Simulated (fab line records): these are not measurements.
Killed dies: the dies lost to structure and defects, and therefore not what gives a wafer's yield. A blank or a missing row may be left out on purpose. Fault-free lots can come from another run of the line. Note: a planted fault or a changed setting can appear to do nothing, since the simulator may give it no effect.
Commonality check across tools | flow sky130 | Sample size 12 lots and 36 wafers

THE REASON FOR OPENING IT
SKY_SD_N_TW_MEAS_12, reading SD_N_TW: flagged on 2 of 12 lots. Wafers without a fault read 3961, standard deviation 40.
Rule: a lot gets a flag if all its wafers with a number sit over 4 standard deviations from that mean, or if no wafer of it has a number. The other lots count as sound.

lot  | measured     | on           | SD_N_TW, wafer by wafer | flag
L642 | day 29 17:25 | filmMetro-03 | 4042 4052 4058          | 
L643 | day 29 19:43 | filmMetro-04 | 3978 3981 3961          | 
L644 | day 30 06:22 | filmMetro-04 | 3939 3960 3953          | 
L645 | day 30 07:52 | filmMetro-01 | 3962 3959 3948          | 
L646 | day 30 15:04 | filmMetro-01 | 4009 3988 3982          | 
L647 | day 31 05:36 | filmMetro-01 | 3937 3943 3972          | 
L649 | day 31 11:42 | filmMetro-04 | 3953 3940 3964          | 
L652 | day 32 14:04 | filmMetro-04 | 3985 3999 3990          | 
L654 | day 32 22:16 | filmMetro-04 | 30 30 30                | FLAGGED
L653 | day 32 22:52 | filmMetro-01 | 30 30 30                | FLAGGED
L655 | day 34 03:14 | filmMetro-04 | 3924 3929 3933          | 
L662 | day 35 01:58 | filmMetro-01 | 3952 3965 3965          | 
The numbers of the flagged lots are 30 on average: -3931 against the usual, or -98 standard deviations.

LOT BY LOT: THE TOOL USED
The record keeps 1 process step preceding the reading, out of 708 steps on the route. Cell contents, in order: the tool; ch with the chambers the sampled wafers went through; the start.
lot  | flag    | SKY_SD_N_DEVELOP_06
L642 |         | lithoTrack-04 ch 0, day 29 16:43
L643 |         | lithoTrack-01 ch 0, day 29 19:01
L644 |         | lithoTrack-02 ch 0, day 30 05:41
L645 |         | lithoTrack-01 ch 0, day 30 07:10
L646 |         | lithoTrack-04 ch 0, day 30 14:24
L647 |         | lithoTrack-04 ch 0, day 31 04:54
L649 |         | lithoTrack-01 ch 0, day 31 11:02
L652 |         | lithoTrack-04 ch 0, day 32 13:24
L654 | FLAGGED | lithoTrack-04 ch 0, day 32 21:34
L653 | FLAGGED | lithoTrack-04 ch 0, day 32 22:10
L655 |         | lithoTrack-01 ch 0, day 34 02:34
L662 |         | lithoTrack-01 ch 0, day 35 01:16
These steps, and what they do:
- SKY_SD_N_DEVELOP_06: develop time 60 s.
- SKY_SD_N_TW_MEAS_12

FLAGGED OVER TOTAL, TOOL BY TOOL (the gauges that took the reading come last)
step                | tool          | lots run | flagged | share of the flagged lots | sound lots run after its first flagged lot
SKY_SD_N_DEVELOP_06 | lithoTrack-01 | 5        | 0       | none                      | -
SKY_SD_N_DEVELOP_06 | lithoTrack-02 | 1        | 0       | none                      | -
SKY_SD_N_DEVELOP_06 | lithoTrack-04 | 6        | 2       | all                       | 0
SKY_SD_N_TW_MEAS_12 | filmMetro-01  | 5        | 1       | some                      | 1 (L662)
SKY_SD_N_TW_MEAS_12 | filmMetro-03  | 1        | 0       | none                      | -
SKY_SD_N_TW_MEAS_12 | filmMetro-04  | 6        | 1       | some                      | 1 (L655)

WHAT IS ALLOWED BY THE TABLE
Rows of the table that ran each flagged lot: 1, that is lithoTrack-04 at SKY_SD_N_DEVELOP_06.
- lithoTrack-04 at SKY_SD_N_DEVELOP_06 ran 6 lots, 2 of them flagged. It ran its last sound lot, L652, at day 32 13:24 and its first flagged lot, L654, at day 32 21:34: a fault with its onset between the two fits.
What remains is a single tool, lithoTrack-04 at SKY_SD_N_DEVELOP_06.

WHAT THE SIMULATOR HAD INSERTED
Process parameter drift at SKY_SD_N_DEVELOP_06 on lithoTrack-04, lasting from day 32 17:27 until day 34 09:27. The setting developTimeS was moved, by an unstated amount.
Shown lots that were struck: L654, L653. The rule above reached the same finding.
